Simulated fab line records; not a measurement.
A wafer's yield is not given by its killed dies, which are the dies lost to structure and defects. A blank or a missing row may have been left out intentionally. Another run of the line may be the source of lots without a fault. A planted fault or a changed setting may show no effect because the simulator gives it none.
What tool caused it? | flow gf180mcu | 18 wafers from 6 lots sampled at 2 of the route's 602 steps

WHAT EACH GAUGE READ, for each wafer
GF_MIM_THK_MEAS_06.
lot  | measured     | on            | MIM_CVD_05_THK (nm)
L180 | day 25 23:35 | film metro-04 | 41.4 42.2 42.2
L184 | day 27 08:22 | film metro-01 | 41.7 42.6 41.8
L190 | day 29 01:29 | film metro-01 | 41.1 42.0 42.0
L193 | day 30 00:58 | film metro-01 | 41.4 42.5 42.4
L195 | day 30 12:24 | film metro-01 | 42.6 41.9 42.0
L198 | day 31 06:31 | film metro-04 | 42.5 42.3 42.5

EACH LOT AND THE TOOL THAT RAN IT (in order: tool; ch and the chambers of the sampled wafers; start)
lot  | GF_MIM_SPUTTER_01
L180 | pvd sputter-04, day 25 23:25
L184 | pvd sputter-04, day 27 08:13
L190 | pvd sputter-02, day 29 01:14
L193 | pvd sputter-02, day 30 00:48
L195 | pvd sputter-02, day 30 12:13
L198 | pvd sputter-01, day 31 06:21
- GF_MIM_SPUTTER_01: material TiN, target thk 30 nm, time 25 s.

THE ANSWER, worked out from the rows above alone
Rule: what is usual is taken from the lots themselves. The widest of any qualifying gaps counts: lots, ordered by their means at a reading, are off when they make up no more than a third of the lots, leave a main group of 4 or more, and stand apart from it by 3 or more times the standard deviation of that group's means. The tables above print the reading to a certain number of digits; a main group whose means all agree to those digits is not used. Also off: a lot with no number at a reading for which 4 or more lots have one. All remaining lots with rows at the step are treated as sound.
Nothing can be told from this: no lot is off at any reading shown.

WHAT HAD BEEN PUT IN BY THE SIMULATOR
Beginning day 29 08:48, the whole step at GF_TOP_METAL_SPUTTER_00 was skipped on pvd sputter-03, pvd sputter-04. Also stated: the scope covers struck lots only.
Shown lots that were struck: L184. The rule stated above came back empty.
